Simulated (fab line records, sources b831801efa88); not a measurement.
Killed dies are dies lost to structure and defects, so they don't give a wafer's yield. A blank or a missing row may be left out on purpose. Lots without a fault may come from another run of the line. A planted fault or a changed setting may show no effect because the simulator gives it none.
Problem report in the 8D (eight disciplines) form, filled by code | flow sfq_line | the parts of the form that need people (team, actions taken, sign-off) are left out

1. THE PROBLEM
time_to_endpoint_s at SFQ_TRILAYER_I7_CMP_CMP_184 reads a mean of 276 s on 2 wafers of 2 lots; wafers without a fault read 212 s with a standard deviation of 6.3. That is +10 standard deviations from the usual mean.
The step: polishes SiO2.
First seen on wafer L390.1, day 84 10:51, on cmp-02. The record holds 42 wafers of 14 lots with a number at this step. Rule for "out", or "out of limits": more than 4 standard deviations from the usual mean. The other wafers with a number count as sound.

2. WHAT IT IS AND WHAT IT IS NOT
question                    | is                 | is not
which readings at this step | time_to_endpoint_s | motor_current_A
which lots                  | L390, L391         | L371, L372, L374, L375, L376, L377, L378, L383, L384, L389, L392, L393
which wafers of those lots  | L390.1, L391.1     | L390.4, L390.6, L391.5, L391.6
read on which tools         | cmp-02             | cmp-01
when                        | from day 84 10:51  | up to then (32 sound wafers); but 8 sound wafers of L391, L392, L393 came after

3. SUSPECTS, AND WHAT RULES EACH OUT
Counting: a tool at a process step up to the reading stays a suspect if it ran every lot that is out. Sound lots after the first of them don't rule it out here, since some wafers of a struck lot are sound.
- cmp-02 at SFQ_TRILAYER_I7_CMP_CMP_184 (polishes SiO2): kept. It ran every lot that is out, first L390 (day 84 10:51); its last sound lot up to then is L383 (day 82 05:40). Its own readings are out on those wafers: time_to_endpoint_s.
Left after counting: cmp-02 at SFQ_TRILAYER_I7_CMP_CMP_184.

4. THE CAUSE (what the simulator had put in)
Process parameter drift: cmp-02, from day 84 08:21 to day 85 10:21, at SFQ_TRILAYER_I7_CMP_CMP_184. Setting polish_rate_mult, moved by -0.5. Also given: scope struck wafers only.
Counting left only this tool.

5. THE CHAIN OF EFFECTS, in route order
Each row: a reading whose mean over the struck wafers that have a number lies more than 3 standard deviations from the usual. Only readings for which the record gives a usual standard deviation are gone through. hours: the time from each lot's start at the first step in this table that gives one to its start at this step, as a median over the lots. sigmas: the change in usual standard deviations.
hours | step                                  | reading            | usual      | on struck wafers | change | sigmas
0     | SFQ_TRILAYER_I7_CMP_CMP_184           | time_to_endpoint_s | 212 s      | 276              | +64    | +10
2     | SFQ_TRILAYER_I7_METRO_MEASURE_185     | thk_nm             | 199.3 nm   | 304.4            | +105.1 | +99 or more
89    | SFQ_TRILAYER_I7_VIA_ETCH_VIA_ETCH_190 | oes_product_au     | 0.853 a.u. | 1.007            | +0.154 | +29
The process steps in it:
- SFQ_TRILAYER_I7_CMP_CMP_184: polishes SiO2.
- SFQ_TRILAYER_I7_METRO_MEASURE_185
- SFQ_TRILAYER_I7_VIA_ETCH_VIA_ETCH_190: etches SiO2 in CHF3, stops on Nb, target depth 260 nm.
Later measuring or inspecting steps at which every struck wafer that the step has a row for has a number for every such reading, and none has moved that far: SFQ_M8_THK_MEAS_950.

6. WHAT WOULD HAVE CAUGHT IT SOONER
In this record the first reading out of limits was taken at day 84 10:51, 2 hours after the fault began at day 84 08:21.
